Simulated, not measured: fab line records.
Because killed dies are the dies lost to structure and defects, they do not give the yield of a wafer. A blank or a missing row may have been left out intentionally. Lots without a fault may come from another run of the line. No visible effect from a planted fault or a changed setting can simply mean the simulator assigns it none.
A lot that was struck, set against a sound lot || flow gf180mcu || 15 out of 602 route steps
Sound: wafers L711.1, L711.3, L711.4. Struck: wafer L720.4. (L720.5, L720.6 of the same lot were not struck and are left out.) The cause comes at the end.
Per side, at each step with rows, come the tool, then ch with its chambers, and then its first start. Under that, the readings that differ: sound wafers || struck wafers || difference of the means || sigmas: that difference in standard deviations of wafers without a fault.
alike: readings with means less than 2 such deviations apart, plus words and numbers identical on both sides. not compared: withheld readings, readings lacking a value on some wafer, bounds such as >300 that could conceal the same value, and numbers that have no deviation in the record and whose values overlap.
Wherever a step has rows on one side only, a row that says differs or no value, or a row with sigmas, the two part there. When numbers do not overlap yet have no deviation, they are printed without sigmas and do not part them. Lack of a reading on every wafer of one side parts them only where that side has two or more wafers.

GF_V1_CD_MEAS_14: the cd target is 260 nm.
  sound on cdSem-01 at day 20 09:23; struck on cdSem-02 at day 23 16:44
  alike: cdNm
GF_V1_OVL_MEAS_15:
  sound on overlay-01 at day 20 09:31; struck on overlay-01 at day 23 16:49
  alike: V1_OVL
GF_V1_ETCH_16: etches BARC in N2/H2.
  sound on rieDiel-04 ch 0,1,2, day 20 09:32; struck on rieDiel-02 ch 2, day 23 16:50
  alike: drypumpMotorCurrentA, oesProductAu, rfFwdPowerW, throttleValvePct
GF_V1_ETCH_17: etches SiO2 in C4F8/O2/Ar, stops on TiN, target depth 630 nm.
  sound: rieDiel-04 ch 0,1,2; struck: rieDiel-02 ch 2
  alike: oesProductAu, rfFwdPowerW
then, 3 steps without rows for these wafers: GF_V1_STRIP_18 (strips in O2/N2); GF_V1_STRIP_19 (strips in post etch residue remover, time 1200 s); GF_V1_CLEAN_20 (cleans in DIW).
GF_V1_SPUTTER_21: material Ti, target thk 15 nm, time 80.02 s.
  sound on pvdSputter-04 at day 20 10:13; struck on pvdSputter-03 at day 23 17:32
{"reading": "throttleValvePct (%)", "sound": "30.4 29.2 30.8", "struck": 32.1, "difference": "+2.0", "sigmas": "+2"}
  alike: chamberPressurePa
GF_V1_SPUTTER_22: material TiN, target thk 10 nm, time 40 s.
  sound on pvdSputter-04 at day 20 10:16; struck on pvdSputter-03 at day 23 17:35
{"reading": "throttleValvePct (%)", "sound": "30.6 29.2 30.7", "struck": 32.3, "difference": "+2.1", "sigmas": "+2"}
  alike: chamberPressurePa
GF_V1_CVD_23: deposits W, target thk 350 nm, time 105.05 s.
  sound on cvdW-02 ch 0,1, day 20 10:19; struck on cvdW-02 ch 0, day 23 17:40
  alike: heaterPowerW, susceptorTempC
  not compared: sinceWetCleanH
GF_V1_RS_MEAS_24: measurement is done with a four-point probe.
  sound on filmMetro-03 at day 20 10:25; struck on filmMetro-04 at day 23 17:49
  alike: V1_W_RS
GF_V1_THK_MEAS_25: measures by xrf.
  sound on filmMetro-03 at day 20 10:32; struck on filmMetro-04 at day 23 17:54
  alike: V1_W_THK
GF_V1_CMP_26: polishes, stops on SiO2, t overpolish 15 s, target thk 0 nm.
  sound on cmp-02 ch 0,2,3, day 20 10:39; struck on cmp-01 ch 2, day 23 18:05
{"reading": "overpolishRunS (s)", "sound": "15.004 14.994 15.008", "struck": 0.038, "difference": -14.964, "sigmas": "-99 or more"}
{"reading": "timeToEndpointS (s)", "sound": "84 87 90", "struck": 132, "difference": "+45", "sigmas": "+12"}
  alike: headPressurePsi, motorCurrentA
then, 1 step without rows for these wafers: GF_M2_SPUTTER_00 (material Ti, target thk 37.5 nm, time 150 s).
-- the record jumps here: 9 days lie between the struck wafers' starts before and after (it left off in module M2 and takes up again in module PASSIVATION, whose first step shown is number 602 of the route) --
GF_PASSIVATION_PROBE_99:
  record: rows for the struck wafers here (prober-02, day 33 05:22), none for the sound ones

== WHERE THEY PART ==
Last at GF_PASSIVATION_PROBE_99 as far as this record goes, first at GF_V1_SPUTTER_21.

WHY: what had been put in by the simulator
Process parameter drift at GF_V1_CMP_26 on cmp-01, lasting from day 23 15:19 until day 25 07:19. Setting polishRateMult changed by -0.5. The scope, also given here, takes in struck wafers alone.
